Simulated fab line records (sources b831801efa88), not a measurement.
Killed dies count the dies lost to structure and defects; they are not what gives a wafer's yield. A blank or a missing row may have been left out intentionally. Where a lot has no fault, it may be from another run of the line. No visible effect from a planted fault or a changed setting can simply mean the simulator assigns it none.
Matching of chambers ; flow gf180mcu ; 4 sister chambers for GF_CONTACT_CMP_27 on cmp-02
The step polishes, stops on SiO2, t overpolish 15 s, target thk 0 nm. 4 wafers are shown with their chamber, then 10 later ones without.

## WAFERS WITH THEIR CHAMBER
wafer;chamber;motorCurrentA (A)
L814.4;1;11.5
L816.3;2;11.5
L824.1;0;10.2
L824.3;3;10.5

## WAFERS WHOSE CHAMBER IS MISSING
wafer;motorCurrentA (A)
L824.4;11.8
L826.4;10.7
L826.5;11.5
L826.6;11.3
L830.1;10.1
L830.3;11.3
L830.4;10.9
L831.1;10.5
L831.2;10.4
L831.5;11.0

## WHICH CHAMBER EACH ONE RAN IN
wafer;from the rows above;in truth
L824.4;can't be placed: 1 or 2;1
L826.4;can't be placed: 3 or 0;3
L826.5;can't be placed: 1 or 2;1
L826.6;can't be placed: 1 or 2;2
L830.1;can't be placed: 0 or 3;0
L830.3;can't be placed: 1 or 2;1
L830.4;can't be placed: 3 or 1 or 2 or 0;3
L831.1;can't be placed: 3 or 0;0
L831.2;can't be placed: 3 or 0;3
L831.5;can't be placed: 1 or 2 or 3 or 0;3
Correctly placed: 0 of 10. Not placeable from these rows: 10 (in 10, the candidates include the true chamber). Wrongly placed: 0.
How it was worked out, from the rows above alone: a wafer's distance from a chamber is the root of the sum, over the readings, of the square of ((its reading less the chamber's mean) divided by the reading's scatter). If the next closest chamber is less than 2 further off than the closest, the wafer can't be placed; otherwise it belongs to the closest. For every chamber, the mean is computed from those of its wafers that are shown. The scatter (one wafer shown for each chamber): square how far every hidden wafer sits from the nearest shown wafer, average those squares and take the square root.
